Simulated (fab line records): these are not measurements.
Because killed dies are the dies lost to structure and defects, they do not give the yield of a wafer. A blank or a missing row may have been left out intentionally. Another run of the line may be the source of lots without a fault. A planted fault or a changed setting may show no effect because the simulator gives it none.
fab line records	flow gf180mcu
record: lots: 24	wafers: 72	lastDay: 34
route steps=602 shown M1@321 V1@351 V3@444 M4@457 V4@478
lots untouched by any fault: they come from a run of this same line in which no faults occurred
startH: start of the lot's first displayed wafer, in hours after the record's first day	waitH: hours elapsed since this lot's preceding step	" identical to the entry in the row above	L1.1+2: one row covering several wafers at once	- no value, or no start given	* or withheld: withheld	< > ~ a bound
route shown NAME@n: a module of which the file shows steps, and the number in the route of the first	usual: the fault-free wafers' mean and standard deviation	same: alike in all rows	chamber/n: place in a boat	sites: readings site by site	_std_site: their standard deviation	_edge_site: inner sites' mean taken away from outer sites' mean	radiusMm: how far each site lies from the wafer's centre	mask NAME#n: copy n	behind: tool/chamber where the wafer was last shaped	hold: why the lot was held/for how many hours/how that ended	device: which transistor (n, p or np) failed to switch	end of line: tests run on the same wafers once the route is complete	where a step has no rows: the recipe by itself	killed: at the first sort, the dies lost to defects and structure; wafer yield is something else	map: a wafer's dies, x killed, . not, _ none there
set.NAME: the setting as run; set.NAME@STEP: as run at that earlier step	model.NAME: the simulator's own value behind a step, which no gauge read
route steps across a sampled set of lots; one table per step, one row per wafer
services: when a tool's chamber went out of use (startH, in hours from the record's first day, below 0 if earlier), for how many hours, and the reason
== steps ==
step: GF_M1_THK_MEAS_06
recipe: thkMeasGauge: xrf	reads: AlCu_of_M1_SPUTTER_02
usual: M1_ALCU_THK: 458/5.3
lot.wafer	tool	chamber	startH	waitH	M1_ALCU_THK[nm]
L074.4	filmMetro-02	-	358.32	0.1	454
L074.5	"	-	"	"	450
L074.6	"	-	"	"	453
L075.2	filmMetro-01	-	373.02	0.1	464
L075.3	"	-	"	"	449
L075.6	"	-	"	"	460
L076.1	filmMetro-01	-	380.46	0.1	454
L076.4	"	-	"	"	459
L076.5	"	-	"	"	459
L077.1	filmMetro-02	-	385.97	0.1	453
L077.3	"	-	"	"	456
L077.4	"	-	"	"	453
L078.2	filmMetro-01	-	391.29	0.1	457
L078.3	"	-	"	"	451
L078.5	"	-	"	"	453
L079.1	filmMetro-01	-	411.44	0.1	453
L079.2	"	-	"	"	455
L079.3	"	-	"	"	452
L080.1	filmMetro-04	-	413.35	0.1	462
L080.2	"	-	"	"	471
L080.3	"	-	"	"	461
L081.1	filmMetro-04	-	422.04	0.1	459
L081.2	"	-	"	"	457
L081.4	"	-	"	"	457
L082.1	filmMetro-02	-	433.24	0.1	466
L082.3	"	-	"	"	469
L082.6	"	-	"	"	469
L083.2	filmMetro-04	-	443.60	0.1	455
L083.5	"	-	"	"	458
L083.6	"	-	"	"	454
L084.2	filmMetro-01	-	454.88	0.1	451
L084.4	"	-	"	"	451
L084.6	"	-	"	"	452
L085.1	filmMetro-04	-	463.92	0.1	459
L085.4	"	-	"	"	457
L085.6	"	-	"	"	457
L086.1	filmMetro-01	-	468.52	0.1	453
L086.2	"	-	"	"	451
L086.3	"	-	"	"	448
L087.1	filmMetro-02	-	485.54	0.1	467
L087.4	"	-	"	"	463
L087.5	"	-	"	"	462
L088.1	filmMetro-04	-	495.59	0.1	453
L088.3	"	-	"	"	457
L088.4	"	-	"	"	454
L089.2	filmMetro-01	-	500.62	0.1	453
L089.4	"	-	"	"	451
L089.5	"	-	"	"	448
L090.2	filmMetro-02	-	509.05	0.1	462
L090.3	"	-	"	"	455
L090.4	"	-	"	"	458
L091.3	filmMetro-04	-	517.09	0.1	453
L091.4	"	-	"	"	456
L091.5	"	-	"	"	454
L092.2	filmMetro-02	-	529.96	0.1	465
L092.3	"	-	"	"	466
L092.4	"	-	"	"	464
L093.1	filmMetro-04	-	533.89	0.1	462
L093.3	"	-	"	"	459
L093.5	"	-	"	"	463
L094.1	filmMetro-01	-	544.29	0.1	464
L094.4	"	-	"	"	456
L094.5	"	-	"	"	456
L095.4	filmMetro-02	-	549.22	0.1	459
L095.5	"	-	"	"	456
L095.6	"	-	"	"	454
L096.4	filmMetro-01	-	550.33	0.1	455
L096.5	"	-	"	"	460
L096.6	"	-	"	"	460
L097.1	filmMetro-02	-	559.28	0.1	468
L097.4	"	-	"	"	467
L097.5	"	-	"	"	464
step: GF_V1_ETCH_16
recipe: chemistry: N2/H2	targetDepthA: withheld	overetchA: withheld	timeS: withheld	target: BARC	ionEnergyEv: 200	sourceW: 500	biasW: 100	pressureMtorr: 30	n2FlowSccm: 100	h2FlowSccm: 200
usual: drypumpMotorCurrentA: 5.7/0.54	oesProductAu: 0.855/0.0046	throttleValvePct: 13.224/0.0095
lot.wafer	tool	chamber	startH	waitH	drypumpMotorCurrentA	oesProductAu	throttleValvePct
L074.4	rieDiel-04	2	405.11	0.0	5.5	0.862	13.224
L074.5	"	1	"	"	5.5	0.860	13.221
L074.6	"	0	"	"	6.7	0.852	13.245
L075.2	rieDiel-03	0	420.04	0.0	5.6	0.852	13.220
L075.3	"	2	"	"	5.6	0.861	13.222
L075.6	"	2	"	"	5.5	0.856	13.241
L076.1	rieDiel-01	3	428.90	0.0	6.4	0.855	13.211
L076.4	"	2	"	"	6.3	0.848	13.218
L076.5	"	2	"	"	6.2	0.848	13.234
L077.1	rieDiel-03	0	435.25	0.0	5.6	0.860	13.224
L077.3	"	1	"	"	5.2	0.855	13.221
L077.4	"	2	"	"	5.6	0.855	13.230
L078.2	rieDiel-01	3	439.79	0.0	6.4	0.853	13.216
L078.3	"	1	"	"	6.2	0.852	13.238
L078.5	"	1	"	"	6.2	0.858	13.233
L079.1	rieDiel-03	0	460.70	0.0	5.6	0.853	13.197
L079.2	"	3	"	"	5.0	0.856	13.221
L079.3	"	1	"	"	5.2	0.845	13.224
L080.1	rieDiel-03	2	463.39	0.0	5.5	0.860	13.239
L080.2	"	1	"	"	5.2	0.857	13.227
L080.3	"	3	"	"	5.0	0.860	13.219
L081.1	rieDiel-04	0	472.20	0.0	6.7	0.857	13.244
L081.2	"	1	"	"	5.5	0.858	13.215
L081.4	"	3	"	"	5.5	0.860	13.218
L082.1	rieDiel-04	0	483.35	0.0	6.7	0.851	13.225
L082.3	"	3	"	"	5.5	0.850	13.209
L082.6	"	0	"	"	6.7	0.859	13.217
L083.2	rieDiel-04	0	493.72	0.0	6.7	0.854	13.228
L083.5	"	2	"	"	5.5	0.856	13.226
L083.6	"	0	"	"	6.7	0.847	13.222
L084.2	rieDiel-04	2	503.37	0.0	5.5	0.850	13.222
L084.4	"	2	"	"	5.4	0.856	13.218
L084.6	"	2	"	"	5.5	0.855	13.209
L085.1	rieDiel-04	2	513.72	0.0	5.5	0.861	13.237
L085.4	"	3	"	"	5.5	0.869	13.230
L085.6	"	3	"	"	5.5	0.855	13.244
L086.1	rieDiel-03	1	517.27	0.0	5.3	0.852	13.238
L086.2	"	3	"	"	5.0	0.850	13.221
L086.3	"	2	"	"	5.5	0.860	13.232
L087.1	rieDiel-04	3	534.10	0.0	5.5	0.850	13.225
L087.4	"	2	"	"	5.5	0.855	13.227
L087.5	"	0	"	"	6.7	0.861	13.226
L088.1	rieDiel-01	3	543.19	0.0	6.4	0.852	13.207
L088.3	"	1	"	"	6.2	0.855	13.227
L088.4	"	3	"	"	6.4	0.863	13.204
L089.2	rieDiel-01	1	547.90	0.0	6.2	0.858	13.227
L089.4	"	1	"	"	6.2	0.858	13.209
L089.5	"	0	"	"	4.9	0.850	13.207
L090.2	rieDiel-03	0	554.57	0.0	5.6	0.852	13.217
L090.3	"	2	"	"	5.5	0.857	13.224
L090.4	"	0	"	"	5.6	0.855	13.236
L091.3	rieDiel-01	1	563.37	0.0	6.1	0.859	13.217
L091.4	"	0	"	"	4.9	0.855	13.231
L091.5	"	3	"	"	6.4	0.853	13.232
L092.2	rieDiel-04	2	576.65	0.0	5.5	0.861	13.224
L092.3	"	0	"	"	6.8	0.854	13.234
L092.4	"	3	"	"	5.5	0.854	13.232
L093.1	rieDiel-04	3	580.00	0.0	5.5	0.852	13.217
L093.3	"	2	"	"	5.5	0.856	13.223
L093.5	"	3	"	"	5.5	0.854	13.227
L094.1	rieDiel-01	1	589.44	0.0	6.1	0.846	13.220
L094.4	"	0	"	"	4.9	0.853	13.221
L094.5	"	2	"	"	6.3	0.863	13.223
L095.4	rieDiel-01	1	593.67	0.0	6.1	0.849	13.230
L095.5	"	2	"	"	6.2	0.852	13.213
L095.6	"	1	"	"	6.1	0.854	13.207
L096.4	rieDiel-03	3	594.99	0.0	5.0	0.863	13.226
L096.5	"	2	"	"	5.5	0.853	13.228
L096.6	"	3	"	"	5.0	0.843	13.225
L097.1	rieDiel-03	2	603.89	0.0	5.5	0.861	13.224
L097.4	"	1	"	"	5.2	0.860	13.232
L097.5	"	1	"	"	5.2	0.864	13.224
step: GF_V3_OVL_MEAS_15
usual: V3_OVL: -2/4.5
lot.wafer	tool	chamber	startH	waitH	V3_OVL[nm]
L074.4	overlay-01	-	507.72	0.1	-6
L074.5	"	-	"	"	-2
L074.6	"	-	"	"	0
L075.2	overlay-02	-	522.49	0.1	-6
L075.3	"	-	"	"	-14
L075.6	"	-	"	"	-13
L076.1	overlay-02	-	529.64	0.1	2
L076.4	"	-	"	"	-2
L076.5	"	-	"	"	-2
L077.1	overlay-01	-	536.51	0.1	-15
L077.3	"	-	"	"	-8
L077.4	"	-	"	"	-5
L078.2	overlay-01	-	540.79	0.1	-3
L078.3	"	-	"	"	-5
L078.5	"	-	"	"	-4
L079.1	overlay-02	-	559.44	0.1	-2
L079.2	"	-	"	"	1
L079.3	"	-	"	"	1
L080.1	overlay-02	-	562.39	0.1	-8
L080.2	"	-	"	"	1
L080.3	"	-	"	"	-3
L081.1	overlay-01	-	571.56	0.1	-3
L081.2	"	-	"	"	6
L081.4	"	-	"	"	2
L082.1	overlay-01	-	581.56	0.1	0
L082.3	"	-	"	"	-4
L082.6	"	-	"	"	3
L083.2	overlay-02	-	590.06	0.1	-7
L083.5	"	-	"	"	-4
L083.6	"	-	"	"	-8
L084.2	overlay-02	-	598.69	0.1	-5
L084.4	"	-	"	"	-5
L084.6	"	-	"	"	-7
L085.1	overlay-02	-	608.45	0.1	2
L085.4	"	-	"	"	-5
L085.6	"	-	"	"	-3
L086.1	overlay-02	-	611.25	0.1	6
L086.2	"	-	"	"	8
L086.3	"	-	"	"	7
L087.1	overlay-02	-	627.26	0.1	2
L087.4	"	-	"	"	4
L087.5	"	-	"	"	4
L088.1	overlay-01	-	634.61	0.1	-4
L088.3	"	-	"	"	-2
L088.4	"	-	"	"	-4
L089.2	overlay-02	-	640.31	0.1	4
L089.4	"	-	"	"	-4
L089.5	"	-	"	"	-1
L090.2	overlay-01	-	643.96	0.1	1
L090.3	"	-	"	"	0
L090.4	"	-	"	"	-3
L091.3	overlay-02	-	653.27	0.1	-3
L091.4	"	-	"	"	-2
L091.5	"	-	"	"	-5
L092.2	overlay-02	-	663.01	0.1	2
L092.3	"	-	"	"	5
L092.4	"	-	"	"	-2
L093.1	overlay-02	-	668.10	0.1	0
L093.3	"	-	"	"	2
L093.5	"	-	"	"	-2
L094.1	overlay-01	-	677.31	0.1	-5
L094.4	"	-	"	"	2
L094.5	"	-	"	"	1
L095.4	overlay-02	-	678.78	0.1	-4
L095.5	"	-	"	"	-7
L095.6	"	-	"	"	-5
L096.4	overlay-02	-	681.40	0.1	-5
L096.5	"	-	"	"	-1
L096.6	"	-	"	"	-4
L097.1	overlay-01	-	687.45	0.1	2
L097.4	"	-	"	"	5
L097.5	"	-	"	"	1
step: GF_M4_SPUTTER_01
recipe: material: TiN	targetThkNm: 30	powerW: 6500	timeS: 25	chamberPressurePa: 0.4
usual: throttleValvePct: 30.2/1
lot.wafer	tool	chamber	startH	waitH	throttleValvePct
L074.4	pvdSputter-02	-	509.55	0.1	29.2
L074.5	"	-	"	"	30.3
L074.6	"	-	"	"	30.0
L075.2	pvdSputter-02	-	523.98	0.1	30.8
L075.3	"	-	"	"	29.4
L075.6	"	-	"	"	29.7
L076.1	pvdSputter-04	-	531.13	0.1	30.9
L076.4	"	-	"	"	29.3
L076.5	"	-	"	"	29.6
L077.1	pvdSputter-04	-	538.00	0.1	29.3
L077.3	"	-	"	"	30.9
L077.4	"	-	"	"	30.5
L078.2	pvdSputter-04	-	542.28	0.1	31.1
L078.3	"	-	"	"	30.9
L078.5	"	-	"	"	30.8
L079.1	pvdSputter-04	-	561.06	0.1	30.9
L079.2	"	-	"	"	29.5
L079.3	"	-	"	"	31.1
L080.1	pvdSputter-02	-	564.00	0.1	30.7
L080.2	"	-	"	"	29.1
L080.3	"	-	"	"	29.8
L081.1	pvdSputter-02	-	573.05	0.1	30.5
L081.2	"	-	"	"	28.9
L081.4	"	-	"	"	30.1
L082.1	pvdSputter-04	-	583.32	0.1	28.9
L082.3	"	-	"	"	31.0
L082.6	"	-	"	"	29.4
L083.2	pvdSputter-01	-	593.04	0.1	32.6
L083.5	"	-	"	"	30.2
L083.6	"	-	"	"	32.4
L084.2	pvdSputter-02	-	600.18	0.1	30.5
L084.4	"	-	"	"	29.1
L084.6	"	-	"	"	29.5
L085.1	pvdSputter-01	-	609.96	0.1	29.3
L085.4	"	-	"	"	31.8
L085.6	"	-	"	"	29.5
L086.1	pvdSputter-02	-	612.83	0.1	30.3
L086.2	"	-	"	"	29.0
L086.3	"	-	"	"	29.3
L087.1	pvdSputter-04	-	629.05	0.1	30.8
L087.4	"	-	"	"	29.8
L087.5	"	-	"	"	31.0
L088.1	pvdSputter-04	-	636.19	0.1	29.2
L088.3	"	-	"	"	30.9
L088.4	"	-	"	"	29.6
L089.2	pvdSputter-02	-	641.91	0.1	29.8
L089.4	"	-	"	"	30.5
L089.5	"	-	"	"	29.9
L090.2	pvdSputter-01	-	645.62	0.1	29.4
L090.3	"	-	"	"	31.7
L090.4	"	-	"	"	30.3
L091.3	pvdSputter-01	-	655.36	0.1	29.6
L091.4	"	-	"	"	32.3
L091.5	"	-	"	"	32.3
L092.2	pvdSputter-01	-	664.49	0.1	29.7
L092.3	"	-	"	"	31.7
L092.4	"	-	"	"	32.5
L093.1	pvdSputter-04	-	669.60	0.1	29.1
L093.3	"	-	"	"	29.7
L093.5	"	-	"	"	30.9
L094.1	pvdSputter-02	-	678.80	0.1	29.5
L094.4	"	-	"	"	29.9
L094.5	"	-	"	"	29.2
L095.4	pvdSputter-01	-	680.25	0.1	29.6
L095.5	"	-	"	"	29.4
L095.6	"	-	"	"	32.7
L096.4	pvdSputter-04	-	682.88	0.1	30.8
L096.5	"	-	"	"	29.6
L096.6	"	-	"	"	29.2
L097.1	pvdSputter-02	-	688.95	0.1	29.4
L097.4	"	-	"	"	29.7
L097.5	"	-	"	"	30.6
step: GF_V4_CVD_02
recipe: material: SiO2	targetThkNm: 850	precursor: TEOS	tempC: 400	timeS: 94.851	rfW: 585.5
usual: heaterPowerW: 676/100
lot.wafer	tool	chamber	startH	waitH	heaterPowerW
L074.4	pecvd-02	1	534.37	0.1	526
L074.5	"	0	"	"	537
L074.6	"	2	"	"	799
L075.2	pecvd-03	1	548.07	0.0	817
L075.3	"	0	"	"	600
L075.6	"	1	"	"	877
L076.1	pecvd-04	2	555.55	0.1	613
L076.4	"	1	"	"	792
L076.5	"	0	"	"	697
L077.1	pecvd-02	2	561.63	0.1	730
L077.3	"	0	"	"	566
L077.4	"	1	"	"	653
L078.2	pecvd-03	1	565.41	0.0	870
L078.3	"	2	"	"	533
L078.5	"	0	"	"	670
L079.1	pecvd-02	1	583.43	0.1	662
L079.2	"	0	"	"	577
L079.3	"	2	"	"	843
L080.1	pecvd-02	0	587.12	0.1	571
L080.2	"	1	"	"	581
L080.3	"	2	"	"	705
L081.1	pecvd-04	2	595.46	0.1	705
L081.2	"	0	"	"	704
L081.4	"	1	"	"	825
L082.1	pecvd-03	0	605.73	0.1	592
L082.3	"	2	"	"	757
L082.6	"	1	"	"	825
L083.2	pecvd-03	0	615.41	0.0	559
L083.5	"	0	"	"	584
L083.6	"	2	"	"	734
L084.2	pecvd-03	2	621.85	0.0	621
L084.4	"	2	"	"	693
L084.6	"	1	"	"	671
L085.1	pecvd-04	1	631.27	0.1	694
L085.4	"	0	"	"	649
L085.6	"	1	"	"	760
L086.1	pecvd-04	0	634.97	0.1	637
L086.2	"	2	"	"	705
L086.3	"	1	"	"	860
L087.1	pecvd-02	2	649.80	0.1	857
L087.4	"	2	"	"	692
L087.5	"	1	"	"	633
L088.1	pecvd-03	2	656.97	0.1	750
L088.3	"	2	"	"	748
L088.4	"	1	"	"	665
L089.2	pecvd-04	2	662.01	0.0	673
L089.4	"	2	"	"	703
L089.5	"	0	"	"	722
L090.2	pecvd-03	0	666.31	0.0	617
L090.3	"	2	"	"	711
L090.4	"	1	"	"	774
L091.3	pecvd-03	1	675.78	0.0	816
L091.4	"	0	"	"	569
L091.5	"	1	"	"	646
L092.2	pecvd-02	1	685.08	0.0	629
L092.3	"	0	"	"	570
L092.4	"	1	"	"	666
L093.1	pecvd-03	2	689.56	0.1	728
L093.3	"	0	"	"	606
L093.5	"	1	"	"	657
L094.1	pecvd-04	1	698.73	0.1	704
L094.4	"	0	"	"	560
L094.5	"	1	"	"	775
L095.4	pecvd-03	0	700.01	0.1	565
L095.5	"	1	"	"	789
L095.6	"	2	"	"	614
L096.4	pecvd-04	1	702.58	0.1	844
L096.5	"	0	"	"	730
L096.6	"	2	"	"	677
L097.1	pecvd-03	1	708.21	0.1	663
L097.4	"	2	"	"	707
L097.5	"	0	"	"	632
step: GF_V4_SPUTTER_22
recipe: material: TiN	targetThkNm: 10	chamberPressurePa: 5	powerW: 4000	timeS: 40
usual: throttleValvePct: 30.1/0.81
lot.wafer	tool	chamber	startH	waitH	throttleValvePct
L074.4	pvdSputter-03	-	558.15	0.0	29.6
L074.5	"	-	"	"	30.4
L074.6	"	-	"	"	29.4
L075.2	pvdSputter-03	-	571.58	0.0	31.6
L075.3	"	-	"	"	29.1
L075.6	"	-	"	"	31.5
L076.1	pvdSputter-03	-	579.15	0.0	30.2
L076.4	"	-	"	"	31.8
L076.5	"	-	"	"	30.3
L077.1	pvdSputter-04	-	584.55	0.0	30.7
L077.3	"	-	"	"	29.7
L077.4	"	-	"	"	29.5
L078.2	pvdSputter-02	-	588.58	0.0	29.8
L078.3	"	-	"	"	29.3
L078.5	"	-	"	"	30.6
L079.1	pvdSputter-02	-	605.75	0.0	29.2
L079.2	"	-	"	"	30.0
L079.3	"	-	"	"	29.2
L080.1	pvdSputter-04	-	609.86	0.0	29.6
L080.2	"	-	"	"	29.4
L080.3	"	-	"	"	31.0
L081.1	pvdSputter-03	-	617.82	0.0	29.5
L081.2	"	-	"	"	29.3
L081.4	"	-	"	"	31.6
L082.1	pvdSputter-04	-	628.04	0.0	29.3
L082.3	"	-	"	"	31.1
L082.6	"	-	"	"	31.1
L083.2	pvdSputter-02	-	637.09	0.0	29.8
L083.5	"	-	"	"	30.6
L083.6	"	-	"	"	29.5
L084.2	pvdSputter-04	-	643.51	0.0	30.9
L084.4	"	-	"	"	29.5
L084.6	"	-	"	"	29.7
L085.1	pvdSputter-04	-	652.51	0.0	29.3
L085.4	"	-	"	"	30.8
L085.6	"	-	"	"	29.3
L086.1	pvdSputter-03	-	656.55	0.0	30.1
L086.2	"	-	"	"	29.7
L086.3	"	-	"	"	31.9
L087.1	pvdSputter-02	-	670.62	0.0	29.0
L087.4	"	-	"	"	29.7
L087.5	"	-	"	"	29.5
L088.1	pvdSputter-04	-	677.64	0.0	29.6
L088.3	"	-	"	"	31.0
L088.4	"	-	"	"	29.2
L089.2	pvdSputter-03	-	682.76	0.0	30.0
L089.4	"	-	"	"	31.7
L089.5	"	-	"	"	29.4
L090.2	pvdSputter-03	-	686.74	0.0	29.4
L090.3	"	-	"	"	31.7
L090.4	"	-	"	"	30.2
L091.3	pvdSputter-04	-	696.15	0.0	30.7
L091.4	"	-	"	"	31.0
L091.5	"	-	"	"	31.0
L092.2	pvdSputter-04	-	704.98	0.0	29.4
L092.3	"	-	"	"	31.0
L092.4	"	-	"	"	31.1
L093.1	pvdSputter-02	-	709.43	0.0	29.9
L093.3	"	-	"	"	30.7
L093.5	"	-	"	"	30.0
L094.1	pvdSputter-04	-	718.73	0.0	29.1
L094.4	"	-	"	"	29.8
L094.5	"	-	"	"	29.3
L095.4	pvdSputter-03	-	719.56	0.0	29.6
L095.5	"	-	"	"	29.6
L095.6	"	-	"	"	29.0
L096.4	pvdSputter-04	-	722.06	0.0	29.9
L096.5	"	-	"	"	31.1
L096.6	"	-	"	"	30.7
L097.1	pvdSputter-02	-	726.95	0.0	29.5
L097.4	"	-	"	"	30.8
L097.5	"	-	"	"	30.2
== services ==
tool	chamber	startH	hours	kind
rieDiel-03	-	394.81	14.6	pm
pvdSputter-03	-	399.16	8.1	repair
rieDiel-03	-	400.32	0.7	repair
rieDiel-04	3	404.60	5.4	repair
rieDiel-04	2	417.34	10.1	repair
pvdSputter-03	-	434.39	8.3	repair
pvdSputter-03	-	439.50	8.5	repair
rieDiel-04	1	444.00	4.0	repair
pecvd-03	2	461.34	6.3	repair
rieDiel-04	2	462.06	29.4	repair
pecvd-03	1	465.80	8.8	repair
rieDiel-04	1	477.87	45.8	repair
pecvd-03	-	488.05	3.3	repair
rieDiel-03	-	488.25	0.9	repair
rieDiel-04	0	502.30	14.4	repair
rieDiel-04	3	515.71	3.5	repair
rieDiel-04	0	518.91	9.4	repair
rieDiel-04	2	546.57	6.4	repair
pvdSputter-04	-	577.63	2.6	repair
pecvd-03	-	591.12	14.0	pm
rieDiel-04	3	592.69	3.0	repair
pecvd-03	2	647.95	8.2	repair
pecvd-03	0	656.29	3.5	repair
rieDiel-04	2	710.91	5.3	repair
== key ==
fault none
